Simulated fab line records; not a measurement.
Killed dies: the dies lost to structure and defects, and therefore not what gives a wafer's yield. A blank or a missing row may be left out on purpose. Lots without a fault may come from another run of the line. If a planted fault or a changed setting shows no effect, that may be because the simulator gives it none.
2 desks, one fault / flow sky130 / only its own numbers are on each desk; what lay behind them is given at the end

DESK OF THE TOOL OWNER: cvdW-02
The tool's own readings at SKY_LI_CONTACT_CVD_21 (deposits W, target thk 400 nm, time 120.56 s): means of the sampled wafers that have a number, for each lot that ran on this tool. The brackets show how far a lot's mean lies from the usual mean; more than 4 standard deviations puts the lot out of limits, marked OUT.
Columns: A = heaterPowerW at SKY_LI_CONTACT_CVD_21, usual 809 W
lot=L351; first seen here=day 29 21:41; A=848
lot=L352; first seen here=day 30 07:45; A=830
lot=L357; first seen here=day 31 19:16; A=819
lot=L356; first seen here=day 31 23:11; A=841
lot=L358; first seen here=day 32 00:56; A=847
lot=L362; first seen here=day 33 16:25; A=803
lot=L369; first seen here=day 35 00:45; A=810
lot=L370; first seen here=day 35 14:09; A=863
This desk's verdict: no lot among the 8 shows anything out of limits.

THE METROLOGY DESK
What the gauges read for every lot (on any tool): the sampled wafers with a number, averaged. The brackets show how far a lot's mean lies from the usual mean; more than 4 standard deviations puts the lot out of limits, marked OUT.
Columns: A = LI_CONTACT_W_RS at SKY_LI_CONTACT_RS_MEAS_22, usual 0.2865 ohm/sq; B = LI_CONTACT_W_THK at SKY_LI_CONTACT_THK_MEAS_23, usual 383 nm
lot=L351; first seen here=day 29 21:50; A=0.2877; B=378
lot=L352; first seen here=day 30 07:53; A=0.2860; B=378
lot=L353; first seen here=day 30 12:29; A=0.2845; B=387
lot=L355; first seen here=day 31 03:22; A=0.2875; B=382
lot=L357; first seen here=day 31 19:24; A=0.2853; B=384
lot=L356; first seen here=day 31 23:18; A=0.2862; B=383
lot=L358; first seen here=day 32 01:04; A=0.2847; B=380
lot=L359; first seen here=day 32 01:53; A=0.2849; B=391
lot=L360; first seen here=day 32 06:03; A=0.2894; B=383
lot=L362; first seen here=day 33 16:32; A=0.2868; B=387
lot=L369; first seen here=day 35 00:53; A=0.3959 (+46) OUT; B=303 (-16) OUT
lot=L370; first seen here=day 35 14:18; A=0.3580 (+30) OUT; B=329 (-11) OUT
lot=L372; first seen here=day 36 00:19; A=0.2885; B=377
lot=L373; first seen here=day 36 03:11; A=0.2888; B=376
Finding of this desk: L369, L370 out of limits, first seen on L369 at day 35 00:53 (LI_CONTACT_W_RS at SKY_LI_CONTACT_RS_MEAS_22). L351, L352, L353, L355, L357, L356, L358, L359, L360, L362, L372, L373 stayed within limits.

PUT TOGETHER
An alarm was possible from the metrology desk at day 35 00:53, on L369, L370.
The desk of the tool owner found nothing out of limits.
Tool owner's desk: L369, L370 on record, inside its limits.
On cvdW-02, each named lot ran SKY_LI_CONTACT_CVD_21.

WHAT HAD BEEN PUT IN BY THE SIMULATOR
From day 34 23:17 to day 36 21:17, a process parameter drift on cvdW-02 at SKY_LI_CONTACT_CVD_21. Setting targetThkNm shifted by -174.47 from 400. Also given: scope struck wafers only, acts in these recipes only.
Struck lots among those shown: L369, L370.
Delay in hours, fault start to first out-of-limits reading, per desk: metrology desk 2.
